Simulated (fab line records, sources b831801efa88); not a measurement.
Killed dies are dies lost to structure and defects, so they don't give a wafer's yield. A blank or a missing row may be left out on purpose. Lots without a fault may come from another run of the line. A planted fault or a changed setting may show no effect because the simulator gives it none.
Chamber matching | flow sky130 | SKY_VIA4_CMP_21 on cmp-02: 4 sister chambers
The step polishes, stops on SiO2, t overpolish 25 s, target thk 0 nm. 8 wafers are shown with their chamber, then 7 later ones without.

WAFERS WITH THEIR CHAMBER
wafer  | chamber | motor_current_A (A) | overpolish_run_s (s)
L541.3 | 1       | 12.1                | 25.006
L541.6 | 3       | 10.9                | 24.996
L542.4 | 2       | 10.8                | 24.996
L552.1 | 2       | 10.7                | 24.996
L552.2 | 0       | 11.9                | 25.024
L552.3 | 1       | 12.0                | 25.013
L553.2 | 3       | 10.5                | 24.989
L553.4 | 0       | 12.2                | 25.000

WAFERS WITHOUT THEIR CHAMBER
wafer  | motor_current_A (A) | overpolish_run_s (s)
L553.5 | 12.0                | 25.001
L555.2 | 11.9                | 24.996
L555.3 | 11.5                | 25.007
L555.4 | 11.1                | 25.009
L561.1 | 10.5                | 24.993
L561.3 | 11.3                | 25.005
L561.6 | 10.6                | 25.001

WHICH CHAMBER EACH WENT THROUGH
wafer  | from the rows above               | in truth
L553.5 | can't be placed: 1 or 0           | 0
L555.2 | can't be placed: 1 or 0           | 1
L555.3 | can't be placed: 1 or 0 or 2 or 3 | 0
L555.4 | can't be placed: 2 or 3           | 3
L561.1 | can't be placed: 3 or 2           | 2
L561.3 | can't be placed: 2 or 3 or 1 or 0 | 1
L561.6 | can't be placed: 2 or 3           | 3
Placed correctly: 0 of 7. Can't be placed from these rows: 7 (the true chamber is among the candidates in 7). Placed wrongly: 0.
How it was worked out, from the rows above alone: a wafer's distance from a chamber is the root of the sum, over the readings, of the square of ((its reading less the chamber's mean) divided by the reading's scatter). The wafer belongs to the nearest chamber; if the next one is less than 2 further off, it can't be placed. A chamber's mean is the mean of its shown wafers. The scatter: the root of (the sum of the squares of (reading less its chamber's mean) over the shown wafers, divided by (wafers less chambers)).
